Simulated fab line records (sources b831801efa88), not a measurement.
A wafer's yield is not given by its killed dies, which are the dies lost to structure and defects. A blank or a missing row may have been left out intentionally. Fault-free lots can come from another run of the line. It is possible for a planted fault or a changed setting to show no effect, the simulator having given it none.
Comparing a struck lot with a sound one    flow gf180mcu    15 out of 602 route steps
Sound: wafers L649.1, L649.5, L649.6. Struck: wafer L661.3 (left out: L661.5, L661.6 of the same lot, which were not struck); the cause appears at the end.
For every step that has rows: the tool of each side, followed by ch and its chambers, followed by its first start. Under that, the readings that differ: sound wafers    struck wafers    difference of the means    sigmas: that difference in standard deviations of wafers without a fault.
alike: same words and numbers on both sides, and readings whose means sit less than 2 such deviations apart. not compared: any withheld reading, any reading some wafer has no value for, any bound like >300 that may hide the same value, and any number with overlapping values for which the record gives no deviation.
The two part at a step that has a row with sigmas, a row that says differs or no value, or rows on one side only. Numbers that don't overlap but have no deviation are shown without sigmas and don't part them. Lack of a reading on every wafer of one side parts them only where that side has two or more wafers.

GF_V5_OVL_MEAS_15:
  sound on overlay-01, day 27 08:53; struck on overlay-02, day 31 02:02
  alike: V5_OVL
GF_V5_ETCH_16: etches BARC in N2/H2.
  sound on rie-diel-01 ch 1,2, day 27 08:55; struck on rie-diel-02 ch 3, day 31 02:04
  alike: drypump-motor-current-A, oes-product-au, throttle-valve-pct
GF_V5_ETCH_17: etches SiO2 in C4F8/O2/Ar, stops on TiN, target depth 855 nm.
  sound: rie-diel-01 ch 1,2; struck: rie-diel-02 ch 0
  alike: oes-product-au
then, 3 steps without rows for these wafers: GF_V5_STRIP_18 (strips in O2/N2); GF_V5_STRIP_19 (strips in post etch residue remover, time 1200 s); GF_V5_CLEAN_20 (cleans in DIW).
GF_V5_SPUTTER_21: material Ti, target thk 15 nm, time 80.02 s.
  sound on pvd-sputter-01, day 27 09:36; struck on pvd-sputter-03, day 31 02:45
  alike: throttle-valve-pct
GF_V5_SPUTTER_22: material TiN, target thk 10 nm, time 40 s.
  sound on pvd-sputter-01, day 27 09:40; struck on pvd-sputter-03, day 31 02:49
  alike: throttle-valve-pct
then, 1 step without rows for these wafers: GF_V5_CVD_23 (deposits W, target thk 350 nm, time 104.9 s).
GF_V5_RS_MEAS_24: the measuring method here is four-point-probe.
  sound on film-metro-03, day 27 09:49; struck on film-metro-01, day 31 03:00
  alike: V5_W_RS
GF_V5_THK_MEAS_25: measures by xrf.
  sound on film-metro-03, day 27 09:56; struck on film-metro-01, day 31 03:06
  alike: V5_W_THK
GF_V5_CMP_26: polishes, stops on SiO2, t overpolish 15 s, target thk 0 nm.
  sound on cmp-02 ch 1,2,3, day 27 10:06; struck on cmp-02 ch 0, day 31 03:17
  alike: motor-current-A, overpolish-run-s, slurry-flow-ml-min, time-to-endpoint-s
GF_TOP_METAL_SPUTTER_00: material Ti, target thk 37.5 nm, time 150 s.
  sound on pvd-sputter-04, day 27 10:18; struck on pvd-sputter-04, day 31 03:26
reading                                       sound              struck  difference  sigmas
model.Ti_of_TOP_METAL_SPUTTER_00.thk-nm (nm)  37.34 36.97 37.14  39.09   +1.94       
  alike: throttle-valve-pct
then, 1 step without rows for these wafers: GF_TOP_METAL_SPUTTER_01 (material TiN, target thk 30 nm, time 25 s).
GF_PASSIVATION_PROBE_99:
  sound wafers here have rows in the record (prober-02, day 29 04:52); struck ones have none

== WHERE THEY PART ==
Only at GF_PASSIVATION_PROBE_99, within this record.

WHY: the cause the simulator had injected
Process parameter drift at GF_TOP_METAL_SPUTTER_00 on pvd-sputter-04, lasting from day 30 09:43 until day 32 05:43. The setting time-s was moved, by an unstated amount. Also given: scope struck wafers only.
